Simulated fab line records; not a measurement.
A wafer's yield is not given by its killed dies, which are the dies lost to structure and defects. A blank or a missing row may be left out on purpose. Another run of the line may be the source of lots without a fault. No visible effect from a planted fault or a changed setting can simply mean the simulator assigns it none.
Which of the tools did it? || flow sky130 || 7 lots, 21 wafers sampled, at 2 steps of a route of 708

== WHAT EACH GAUGE READ, for each wafer ==
SKY_METAL4_CD_MEAS_13: the cd target is 300 nm.
{"lot": "L230", "measured": "day 41 15:40", "on": "cdSem-02", "cdNm (nm)": "298.7 298.2 298.6"}
{"lot": "L232", "measured": "day 42 13:49", "on": "cdSem-02", "cdNm (nm)": "299.2 299.9 299.6"}
{"lot": "L235", "measured": "day 43 10:11", "on": "cdSem-02", "cdNm (nm)": "301.2 299.8 302.3"}
{"lot": "L238", "measured": "day 44 04:16", "on": "cdSem-01", "cdNm (nm)": "296.8 298.2 297.9"}
{"lot": "L240", "measured": "day 44 19:43", "on": "cdSem-02", "cdNm (nm)": "301.9 300.5 222.0"}
{"lot": "L250", "measured": "day 47 08:00", "on": "cdSem-02", "cdNm (nm)": "300.1 300.7 299.8"}
{"lot": "L252", "measured": "day 47 19:13", "on": "cdSem-02", "cdNm (nm)": "300.1 299.9 299.2"}

== WHAT TOOL EACH LOT RAN ON (gives the tool, then ch and the chambers of the sampled wafers, and finally the start) ==
{"lot": "L230", "SKY_METAL4_EXPOSE_10": "krfScanner-02 ch 0, day 41 04:01"}
{"lot": "L232", "SKY_METAL4_EXPOSE_10": "krfScanner-01 ch 0, day 42 02:07"}
{"lot": "L235", "SKY_METAL4_EXPOSE_10": "krfScanner-01 ch 0, day 42 23:26"}
{"lot": "L238", "SKY_METAL4_EXPOSE_10": "krfScanner-01 ch 0, day 43 17:25"}
{"lot": "L240", "SKY_METAL4_EXPOSE_10": "krfScanner-01 ch 0, day 44 08:31"}
{"lot": "L250", "SKY_METAL4_EXPOSE_10": "krfScanner-02 ch 0, day 46 22:27"}
{"lot": "L252", "SKY_METAL4_EXPOSE_10": "krfScanner-02 ch 0, day 47 09:34"}
- SKY_METAL4_EXPOSE_10: exposes mask MM4, target cd 300 nm.

== THE ANSWER, worked out from the rows above alone ==
Rule: the lots themselves supply what counts as usual. Put in order of their means at a reading, lots are off if they are a third of the lots or fewer, leave a main group of 4 or more, and stand apart from it by a gap of 3 or more times the standard deviation of the main group's means; of several such gaps the widest counts. The tables above print the reading to a certain number of digits; a main group whose means all agree to those digits is not used. A lot without any number at a reading at which 4 lots or more have one is off too. Any other lot the step has rows for is counted as sound.
Off: L240, at SKY_METAL4_CD_MEAS_13 (cdNm). The main group has a mean of 299.5 nm with a standard deviation of 1.1.
If a tool, at a process step before that reading, ran all the lots that are off and no sound lot after the first of them, it fits. Those tools and the gauges at SKY_METAL4_CD_MEAS_13 are tried in the same way. One candidate fits, namely krfScanner-01 at SKY_METAL4_EXPOSE_10. Its last sound lot is L238 (day 43 17:25), its first lot that is off L240 (day 44 08:31): a fault that began between those two fits.

== WHAT THE SIMULATOR HAD INSERTED ==
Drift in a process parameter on krfScanner-01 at SKY_METAL4_EXPOSE_10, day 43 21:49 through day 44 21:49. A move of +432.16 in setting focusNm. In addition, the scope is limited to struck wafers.
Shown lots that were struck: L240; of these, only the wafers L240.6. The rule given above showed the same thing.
